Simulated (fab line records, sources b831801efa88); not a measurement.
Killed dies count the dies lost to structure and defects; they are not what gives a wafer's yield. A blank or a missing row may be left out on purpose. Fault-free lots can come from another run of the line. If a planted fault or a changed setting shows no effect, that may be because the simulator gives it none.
fab line records ; flow gf180mcu
record: lots: 5; wafers: 13; last_day: 33
route steps=602 shown M1@325 V1@335 M2@362 PASSIVATION@602
lots untouched by any fault: they come from a run of this same line in which no faults occurred
start_h: the number of hours between the record's first day and the start of the first shown wafer of the lot ; wait_h: how many hours have passed since the lot's step before this one ; " repeats the value in the row above ; L1.1+2: one row covering several wafers at once ; - no value present, or no start provided ; * or withheld: withheld ; < > ~ a bound
route shown NAME@n: a module of which the file shows steps, and the number in the route of the first ; usual: the fault-free wafers' mean and standard deviation ; same: alike in all rows ; chamber/n: place in a boat ; sites: per-site readings ; _std_site: their standard deviation ; _edge_site: outer sites' mean less inner sites' ; radius_mm: how far each site lies from the wafer's centre ; mask NAME#n: copy n ; behind: tool/chamber where the wafer was last shaped ; hold: reason for holding the lot/hours on hold/outcome of the hold ; device: whichever transistor did not switch (one of n, p or np) ; end of line: tests run on the same wafers once the route is complete ; step lacking rows: just its recipe ; killed: count of dies lost to structure and defects at first sort (not the wafer's yield) ; map: a wafer's dies, x killed, . not, _ none there
set.NAME: the run value of the setting; set.NAME@STEP: its run value at that earlier step ; model.NAME: the simulator's own value behind a step, which no gauge read
certain route steps with their lots: each step a table, each wafer a row
services: from which hour (start_h, from the record's first day; less than 0 if before it) a tool's chamber was out of use, for how many hours, and why
== steps ==
step: GF_M1_SOFTBAKE_10
recipe: temp_c: 130; time_s: 60; resist: KrF
step: GF_M1_EXPOSE_11
recipe: mask_id: Metal1; target_cd_nm: 230; na: 0.68; source_shape: conventional; sigma_outer: 0.6; dose_mj: 28
step: GF_M1_PEB_12
recipe: peb_temp_c: 135; peb_time_s: 90; resist: KrF
step: GF_M1_DEVELOP_13
recipe: develop_time_s: 60; dev_temp_c: 21
step: GF_M1_METAL_ETCH_16
recipe: chemistry: Cl2/BCl3; mask_material: KrF; target_depth_nm: 627.5; stop_on: SiO2; pressure_mtorr: 8; icp_w: 800; bias_w: 140; Cl2_flow_sccm: 80; bcl3_flow_sccm: 40; time_s: 104.6
step: GF_M1_STRIP_17
recipe: chemistry: O2/N2; power_w: 1400; pressure_mtorr: 1500; platen_temp_c: 250; o2_flow_sccm: 3000; n2_flow_sccm: 300; overash_fraction: 0.5
step: GF_M1_STRIP_18
recipe: chemistry: post_etch_residue_remover; time_s: 1200; temp_c: 72.5
step: GF_M1_CLEAN_19
recipe: chemistry: DIW; dry: n2_spin
step: GF_V1_CVD_00
recipe: material: SiO2; target_thk_nm: 600; sigma_open_frac: 0.3; temp_c: 400; time_s: 100; sih4_flow_sccm: 60; pressure_mtorr: 6
step: GF_V1_CVD_02
recipe: material: SiO2; target_thk_nm: 850; precursor: TEOS; temp_c: 400; time_s: 94.851; rf_w: 600
usual: heater_power_w: 706/130; run_length_s: 122.5/0.38
lot.wafer;tool;chamber;start_h;wait_h;heater_power_w;run_length_s;model.SiO2_of_V1_CVD_02.thk_nm
L760.2;pecvd-02;0;400.23;0.0;635;122.0;834.8
L760.3;pecvd-02;1;400.23;0.0;878;123.0;835.7
L760.6;pecvd-02;0;400.23;0.0;672;123.1;848.6
L775.2;pecvd-01;1;525.38;0.0;805;122.8;843.6
L775.3;pecvd-01;2;525.38;0.0;673;122.2;833.5
L775.4;pecvd-01;2;525.38;0.0;730;122.3;853.1
L776.3;pecvd-02;1;528.97;0.0;759;73.9;412.5
L776.4;pecvd-02;1;528.97;0.0;804;122.9;861.2
L777.1;pecvd-02;2;541.03;0.1;572;122.6;845.3
L777.4;pecvd-02;2;541.03;0.1;445;123.4;857.8
L777.6;pecvd-02;0;541.03;0.1;670;73.9;413.8
L779.3;pecvd-02;1;555.73;0.0;877;74.0;405.1
L779.6;pecvd-02;2;555.73;0.0;450;74.6;411.2
step: GF_V1_THK_MEAS_03
recipe: reads: SiO2_of_V1_CVD_02
usual: V1_CVD_02_THK: 849/9.8
lot.wafer;tool;chamber;start_h;wait_h;V1_CVD_02_THK[nm]
L760.2;film_metro-03;-;400.31;0.0;834
L760.3;film_metro-03;-;400.31;0.0;836
L760.6;film_metro-03;-;400.31;0.0;849
L775.2;film_metro-04;-;525.46;0.0;844
L775.3;film_metro-04;-;525.46;0.0;833
L775.4;film_metro-04;-;525.46;0.0;853
L776.3;film_metro-04;-;529.05;0.1;413
L776.4;film_metro-04;-;529.05;0.1;861
L777.1;film_metro-04;-;541.10;0.0;846
L777.4;film_metro-04;-;541.10;0.0;858
L777.6;film_metro-04;-;541.10;0.0;413
L779.3;film_metro-04;-;555.82;0.1;405
L779.6;film_metro-04;-;555.82;0.1;411
step: GF_V1_CMP_04
recipe: material: SiO2; down_force_psi: 4; platen_rpm: 60; pad_velocity_m_s: 0.94248
usual: head_pressure_psi: 4.000/0.0079; motor_current_A: 11.8/1.4; slurry_flow_ml_min: 150.0/0.46; time_to_endpoint_s: 81/6.2
lot.wafer;tool;chamber;start_h;wait_h;head_pressure_psi;motor_current_A;slurry_flow_ml_min;time_to_endpoint_s
L760.2;cmp-01;2;400.46;0.1;4.011;13.0;150.7;71
L760.3;cmp-01;3;400.46;0.1;4.005;9.4;150.4;71
L760.6;cmp-01;0;400.46;0.1;3.983;10.6;149.3;75
L775.2;cmp-01;0;525.51;0.0;3.999;11.0;149.2;80
L775.4;cmp-01;1;525.51;0.0;3.993;13.3;149.1;80
L775.3;cmp-01;2;525.51;0.0;4.003;12.6;150.2;72
L776.3;cmp-01;1;529.09;0.0;4.001;13.1;150.1;25
L776.4;cmp-01;0;529.09;0.0;4.004;10.9;150.0;85
L777.4;cmp-01;2;541.21;0.1;3.990;12.5;149.9;84
L777.1;cmp-01;3;541.21;0.1;4.002;8.9;150.4;75
L777.6;cmp-01;2;541.21;0.1;4.009;12.1;149.2;23
L779.3;cmp-02;0;555.86;0.0;3.999;12.9;149.9;26
L779.6;cmp-02;1;555.86;0.0;4.005;9.6;149.9;24
step: GF_V1_DEHYDRATE_06
recipe: temp_c: 200; time_s: 60
step: GF_V1_HMDS_07
recipe: prime_time_s: 60; prime_temp_c: 120
step: GF_V1_COAT_08
recipe: resist: BARC; temp_c: withheld; time_s: withheld; spin_rpm: withheld; resist_thk_nm: withheld
step: GF_V1_COAT_09
recipe: resist: KrF; spin_rpm: withheld; resist_thk_nm: 1000
step: GF_V1_SOFTBAKE_10
recipe: temp_c: 130; time_s: 60; resist: KrF
step: GF_V1_EXPOSE_11
recipe: mask_id: Via1; target_cd_nm: 260; na: 0.68; source_shape: conventional; sigma_outer: 0.6; dose_mj: 38
step: GF_V1_PEB_12
recipe: peb_temp_c: 135; peb_time_s: 90; resist: KrF
step: GF_V1_DEVELOP_13
recipe: develop_time_s: 60; resist: KrF; dev_temp_c: 21
step: GF_V1_ETCH_16
recipe: chemistry: N2/H2; target_depth_a: withheld; overetch_a: withheld; time_s: withheld; target: BARC; ion_energy_ev: 200; source_w: 500; bias_w: 100; pressure_mtorr: 30; n2_flow_sccm: 100; h2_flow_sccm: 200
step: GF_V1_ETCH_17
recipe: chemistry: C4F8/O2/Ar; mask_material: KrF; target: SiO2; stop_on: TiN; source_w: 1500; bias_w: 1200; pressure_mtorr: 40; c4f8_flow_sccm: withheld; O2_flow_sccm: 6; Ar_flow_sccm: 300; time_s: withheld; target_depth_a: 6300
usual: oes_product_au: 0.856/0.0045
lot.wafer;tool;chamber;start_h;wait_h;oes_product_au;model.etch.depth_nm;model.V1.feature_depth_nm
L760.2;rie_diel-02;0;-;-;0.850;632.1;632.1
L760.3;rie_diel-02;2;-;-;0.854;632.8;632.8
L760.6;rie_diel-02;0;-;-;0.857;632;632
L775.2;rie_diel-04;1;-;-;0.858;631.1;631.1
L775.3;rie_diel-04;3;-;-;0.847;632.9;632.9
L775.4;rie_diel-04;2;-;-;0.845;630.9;630.9
L776.3;rie_diel-04;1;-;-;0.688;412.5;412.5
L776.4;rie_diel-04;3;-;-;0.851;632.3;632.3
L777.1;rie_diel-01;2;-;-;0.859;634.6;634.6
L777.4;rie_diel-01;0;-;-;0.852;633.8;633.8
L777.6;rie_diel-01;3;-;-;0.684;413.8;413.8
L779.3;rie_diel-02;1;-;-;0.680;405.1;405.1
L779.6;rie_diel-02;2;-;-;0.683;411.2;411.2
step: GF_V1_STRIP_18
recipe: chemistry: O2/N2; power_w: 1400; pressure_mtorr: 1500; platen_temp_c: 250; o2_flow_sccm: 3000; n2_flow_sccm: 300; overash_fraction: 0.5
step: GF_V1_STRIP_19
recipe: chemistry: post_etch_residue_remover; time_s: 1200; temp_c: 72.5
step: GF_V1_CLEAN_20
recipe: chemistry: DIW; dry: n2_spin
step: GF_V1_SPUTTER_21
recipe: material: Ti; target_thk_nm: 15; chamber_pressure_pa: 5; power_w: 2500; substrate_temp_c: 200; time_s: 80.02
step: GF_V1_SPUTTER_22
recipe: material: TiN; target_thk_nm: 10; chamber_pressure_pa: 5; power_w: 4000; time_s: 40
step: GF_V1_CVD_23
recipe: material: W; target_thk_nm: 350; time_s: 105.05; temp_c: 400; pressure_torr: 40
step: GF_V1_CMP_26
recipe: stop_on: SiO2; down_force_psi: 3.5; platen_rpm: 60; t_overpolish_s: 15; target_thk_nm: 0; pad_velocity_m_s: 0.94248
usual: head_pressure_psi: 3.500/0.0084; motor_current_A: 10.6/1.3; overpolish_run_s: 15.001/0.0086; slurry_flow_ml_min: 150.0/0.45; time_to_endpoint_s: 85/3.5
lot.wafer;tool;chamber;start_h;wait_h;head_pressure_psi;motor_current_A;overpolish_run_s;slurry_flow_ml_min;time_to_endpoint_s;model.SiO2_of_V1_CVD_02.thk_nm
L760.2;cmp-02;0;425.64;0.1;3.505;12.2;15.004;150.7;86;628.3
L760.3;cmp-02;1;425.64;0.1;3.494;9.0;14.993;149.2;86;629
L760.6;cmp-02;2;425.64;0.1;3.509;11.5;15.011;149.2;87;628.2
L775.4;cmp-01;1;548.70;0.0;3.499;11.7;15.013;149.8;84;627.1
L775.2;cmp-01;2;548.70;0.0;3.507;11.8;15.010;150.0;88;627.3
L775.3;cmp-01;0;548.70;0.0;3.497;9.5;14.998;150.5;84;629.2
L776.3;cmp-02;3;553.80;0.0;3.487;11.5;15.011;149.6;85;408.7
L776.4;cmp-02;2;553.80;0.0;3.503;10.5;15.004;150.6;85;628.5
L777.1;cmp-02;1;565.15;0.1;3.522;8.4;15.015;150.0;85;630.8
L777.4;cmp-02;3;565.15;0.1;3.500;10.8;15.003;149.8;90;630
L777.6;cmp-02;1;565.15;0.1;3.497;8.5;14.987;149.7;86;410
L779.3;cmp-01;1;579.49;0.1;3.503;11.9;14.981;150.3;82;401.4
L779.6;cmp-01;1;579.49;0.1;3.505;11.5;15.003;149.9;82;407.4
step: GF_M2_SPUTTER_00
recipe: material: Ti; target_thk_nm: 37.5; arriving_ion_energy_ev: 80; substrate_temp_c: 200; chamber_pressure_pa: 2; power_w: 4000; time_s: 150
step: GF_PASSIVATION_PROBE_99
lot.wafer;tool;chamber;start_h;wait_h;model.etest.tester.sort_n_pass;model.etest.tester.sort_yield_pct;model.etest.tester.sort_bin_3_pct;model.etest.met2_comb.leak_log10_a_um;model.etest.via1_chain.rc_ohm;model.etest.tester.sort_bin_8_pct
L760.2;prober-01;-;685.49;0.1;454;92.28;0.2033;-11.92;6.291;0
L760.3;prober-01;-;685.54;0.2;445;90.45;0.2033;-12.04;6.488;0
L760.6;prober-01;-;685.69;0.2;441;89.63;0.4065;-12.1;6.307;0
L775.2;prober-02;-;778.65;0.1;438;89.02;0.4065;-11.98;6.235;0
L775.3;prober-02;-;778.70;0.2;445;90.45;0.813;-12.09;6.435;0
L775.4;prober-02;-;778.75;0.2;454;92.28;0.6098;-12.06;6.35;0
L776.3;prober-01;-;780.14;0.2;261;53.05;37.4;-7.114;5.577;2.465e-10
L776.4;prober-01;-;780.19;0.2;451;91.67;0.2033;-11.95;6.229;0
L777.1;prober-02;-;787.04;0.1;440;89.43;0.4065;-12.03;6.275;0
L777.4;prober-02;-;787.19;0.2;441;89.63;0.4065;-12.06;6.449;0
L777.6;prober-02;-;787.29;0.2;285;57.93;33.74;-7.17;5.749;7.054e-09
L779.3;prober-02;-;798.84;0.2;-;-;-;-7.105;5.964;-
L779.6;prober-02;-;798.99;0.2;-;-;-;-7.233;5.819;-
killed by level:class
L760.2 V5:geometric_particle:open=5 CONTACT:geometric_particle:short=3 V4:geometric_particle:open=3 V3:geometric_particle:open=3 STI:geometric_particle:open=2 STI:geometric_particle:short=2 CONTACT:geometric_particle:open=2 M1:geometric_particle:short=2
L760.3 V5:geometric_particle:open=6 CONTACT:geometric_particle:open=5 V4:geometric_particle:open=5 V2:geometric_particle:open=4 V4:geometric_particle:short=4 STI:geometric_particle:open=2 CONTACT:geometric_particle:short=2 V1:geometric_particle:open=2
L760.6 V5:geometric_particle:open=6 V1:geometric_particle:open=6 V4:geometric_particle:open=5 STI:geometric_particle:open=4 V2:geometric_particle:open=4 V3:geometric_particle:open=4 STI:geometric_particle:short=2 SAB:geometric_particle:open=2
L775.2 STI:geometric_particle:short=6 CONTACT:geometric_particle:open=5 V5:geometric_particle:short=5 M1:geometric_particle:short=4 M4:geometric_particle:short=4 STI:geometric_particle:open=3 V1:geometric_particle:open=3 V2:geometric_particle:open=3
L775.3 CONTACT:geometric_particle:open=7 V4:geometric_particle:open=7 V1:geometric_particle:short=4 V1:geometric_particle:open=4 M2:geometric_particle:short=4 STI:geometric_particle:short=3 V5:geometric_particle:open=3 M1:geometric_particle:short=2
L775.4 V2:geometric_particle:open=5 CONTACT:geometric_particle:open=4 V4:geometric_particle:open=4 V2:geometric_particle:short=3 STI:geometric_particle:short=2 POLY_GATE:geometric_particle:short=2 V3:geometric_particle:open=2 M2:geometric_particle:short=2
L776.3 CONTACT:geometric_particle:open=5 V1:geometric_particle:open=5 STI:geometric_particle:open=4 V2:geometric_particle:open=4 CONTACT:geometric_particle:short=3 V3:geometric_particle:open=3 V5:geometric_particle:open=3 POLY_GATE:geometric_particle:open=2
L776.4 V5:geometric_particle:open=6 V4:geometric_particle:open=5 M5:geometric_particle:short=3 V5:geometric_particle:short=3 SAB:geometric_particle:open=2 M1:geometric_particle:short=2 V2:geometric_particle:open=2 V4:geometric_particle:short=2
L777.1 CONTACT:geometric_particle:open=8 V4:geometric_particle:open=8 V5:geometric_particle:open=5 V5:geometric_particle:short=5 V1:geometric_particle:short=4 M1:geometric_particle:short=3 V1:geometric_particle:open=3 V2:geometric_particle:open=3
L777.4 V5:geometric_particle:open=7 V1:geometric_particle:open=5 V2:geometric_particle:open=4 STI:geometric_particle:open=3 M4:geometric_particle:short=3 M5:geometric_particle:open=3 POLY_GATE:geometric_particle:short=2 SALICIDE:geometric_particle:open=2
L777.6 V1:geometric_particle:open=7 V3:geometric_particle:open=5 STI:geometric_particle:short=4 V4:geometric_particle:open=4 POLY_GATE:geometric_particle:short=3 CONTACT:geometric_particle:open=3 V2:geometric_particle:open=2 V3:geometric_particle:short=2
== services ==
tool;chamber;start_h;hours;kind
rie_diel-01;0;391.72;3.6;repair
rie_diel-02;3;399.27;13.4;repair
cmp-01;-;401.82;4.1;repair
cmp-01;-;405.89;4.0;pm
rie_diel-04;3;408.73;5.5;repair
cmp-02;-;416.38;0.6;repair
rie_diel-02;3;434.46;17.8;repair
cmp-02;-;439.16;1.5;repair
pecvd-02;1;439.79;20.2;repair
cmp-01;-;448.30;20.6;pm
rie_diel-04;-;469.98;0.8;repair
cmp-01;-;478.12;6.1;pm
rie_diel-04;0;507.78;6.4;repair
rie_diel-04;3;514.95;2.6;repair
rie_diel-04;2;517.87;8.2;repair
rie_diel-02;-;538.62;2.8;pm
cmp-01;-;541.67;2.8;pm
pecvd-02;-;542.92;6.0;pm
cmp-02;-;552.92;0.3;repair
pecvd-02;1;560.45;6.2;repair
rie_diel-04;-;567.73;2.8;pm
cmp-01;-;568.99;2.1;repair
cmp-02;-;572.30;4.0;pm
cmp-01;-;574.26;3.1;repair
== key ==
first_sign: step: GF_V1_CVD_02; reading: run_length_s; direction: down; sigmas: 99+; usual: *; struck: *
effect: step: GF_V1_THK_MEAS_03; reading: V1_CVD_02_THK; direction: down; sigmas: 45; usual: 849; struck: 411
effect: step: GF_V1_CMP_04; reading: time_to_endpoint_s; direction: down; sigmas: 9.1; usual: *; struck: *
effect: step: GF_V1_ETCH_17; reading: oes_product_au; direction: down; sigmas: 39; usual: 0.856; struck: 0.684
model_effect: step: GF_V1_CVD_02; value: SiO2_of_V1_CVD_02.thk_nm; without: 842.9; struck: 410.7
model_effect: step: GF_V1_ETCH_17; value: etch.depth_nm; without: 633.1; struck: 410.7
model_effect: step: GF_V1_CMP_26; value: SiO2_of_V1_CVD_02.thk_nm; without: 629.3; struck: 406.9
model_effect: step: GF_PASSIVATION_PROBE_99; value: etest.tester.sort_n_pass; without: 445.5; struck: 273
met_at GF_V1_CVD_02
struck_wafers L776.3,L777.6,L779.3,L779.6
sort_left_out L779.3,L779.6
onset_between 400.23 528.97
fault: kind: process_parameter_drift; tool: pecvd-02; chamber: -; onset_h: 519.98; steps: GF_V1_CVD_02; channel: time_s; offset: *; shape: step; end_h: 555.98; scope: struck_wafers_only; acts_in: *; stated: *
sort_left_out: the simulated sort isn't trusted on such a fault, so these wafers' sort isn't shown, and their yield isn't known
